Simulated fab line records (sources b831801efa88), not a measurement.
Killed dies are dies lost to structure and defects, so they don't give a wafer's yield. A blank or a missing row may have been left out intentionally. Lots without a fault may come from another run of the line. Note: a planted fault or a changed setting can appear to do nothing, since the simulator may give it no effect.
Which of the tools did it? | flow sky130 | at 1 step of a route of 708, 11 lots with 33 wafers sampled

== WHAT THE GAUGES SHOWED, per wafer ==
SKY_VIA3_CD_MEAS_12: target cd 200 nm.
lot  | measured     | on       | cdNm (nm)
L399 | day 39 18:08 | cdSem-02 | 199.3 200.0 200.0
L402 | day 40 17:43 | cdSem-02 | 198.7 198.3 197.9
L401 | day 40 17:50 | cdSem-02 | 202.3 200.1 198.8
L408 | day 42 19:01 | cdSem-02 | 200.4 199.8 199.3
L412 | day 43 21:31 | cdSem-01 | 198.6 199.7 199.2
L411 | day 43 23:32 | cdSem-01 | 199.1 200.4 200.9
L413 | day 44 02:32 | cdSem-01 | 200.5 201.0 200.7
L415 | day 44 19:59 | cdSem-01 | 201.5 199.1 202.1
L416 | day 44 21:16 | cdSem-01 | 199.3 201.1 201.3
L420 | day 45 19:56 | cdSem-02 | 201.5 201.6 201.5
L421 | day 45 19:57 | cdSem-01 | 200.1 200.4 199.6

== WHICH TOOL RAN EACH LOT (tool, then ch and the chambers of the sampled wafers, then the start) ==
Record: no process step prior to these readings.

== THE ANSWER, worked out from the rows above alone ==
Rule: what is usual is taken from the lots themselves. The widest of any qualifying gaps counts: lots, ordered by their means at a reading, are off when they make up no more than a third of the lots, leave a main group of 4 or more, and stand apart from it by 3 or more times the standard deviation of that group's means. The tables above print the reading to a certain number of digits; a main group whose means all agree to those digits is not used. Also off: a lot with no number at a reading for which 4 or more lots have one. Any other lot the step has rows for is counted as sound.
No lot is off at any reading shown: from this, nothing can be told.

== WHAT THE SIMULATOR HAD INSERTED ==
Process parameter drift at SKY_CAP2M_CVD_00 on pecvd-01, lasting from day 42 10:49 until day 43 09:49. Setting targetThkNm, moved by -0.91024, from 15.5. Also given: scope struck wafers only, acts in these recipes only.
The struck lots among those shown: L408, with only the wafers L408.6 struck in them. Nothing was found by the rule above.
